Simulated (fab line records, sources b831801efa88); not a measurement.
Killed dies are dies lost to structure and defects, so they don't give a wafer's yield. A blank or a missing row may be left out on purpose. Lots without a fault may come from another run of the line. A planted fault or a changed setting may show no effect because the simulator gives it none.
Chamber matching | flow gf180mcu | GF_V4_CVD_00 on hdpcvd-02: 3 sister chambers
The step deposits SiO2, target thk 600 nm, time 100 s. 6 wafers are shown with their chamber, then 7 later ones without.

WAFERS WITH THEIR CHAMBER
wafer  | chamber | susceptor_temp_C (C) | sih4_flow_sccm (sccm)
L573.2 | 1       | 400.07               | 59.82
L573.5 | 2       | 399.89               | 60.13
L576.6 | 2       | 400.16               | 60.02
L578.6 | 0       | 399.93               | 59.98
L579.2 | 0       | 400.05               | 60.34
L579.4 | 1       | 400.23               | 60.03

WAFERS WITHOUT THEIR CHAMBER
wafer  | susceptor_temp_C (C) | sih4_flow_sccm (sccm)
L579.5 | 400.23               | 59.83
L580.1 | 399.95               | 60.24
L580.3 | 400.17               | 60.07
L580.6 | 400.18               | 60.20
L582.1 | 400.12               | 59.92
L582.5 | 399.87               | 59.69
L582.6 | 400.12               | 59.99

WHICH CHAMBER EACH WENT THROUGH
wafer  | from the rows above          | in truth
L579.5 | can't be placed: 1 or 2 or 0 | 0
L580.1 | can't be placed: 0 or 2 or 1 | 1
L580.3 | can't be placed: 1 or 2 or 0 | 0
L580.6 | can't be placed: 2 or 0 or 1 | 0
L582.1 | can't be placed: 1 or 2 or 0 | 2
L582.5 | can't be placed: 1 or 2 or 0 | 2
L582.6 | can't be placed: 1 or 2 or 0 | 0
Placed correctly: 0 of 7. Can't be placed from these rows: 7 (the true chamber is among the candidates in 7). Placed wrongly: 0.
How it was worked out, from the rows above alone: a wafer's distance from a chamber is the root of the sum, over the readings, of the square of ((its reading less the chamber's mean) divided by the reading's scatter). The wafer belongs to the nearest chamber; if the next one is less than 2 further off, it can't be placed. A chamber's mean is the mean of its shown wafers. The scatter: the root of (the sum of the squares of (reading less its chamber's mean) over the shown wafers, divided by (wafers less chambers)).
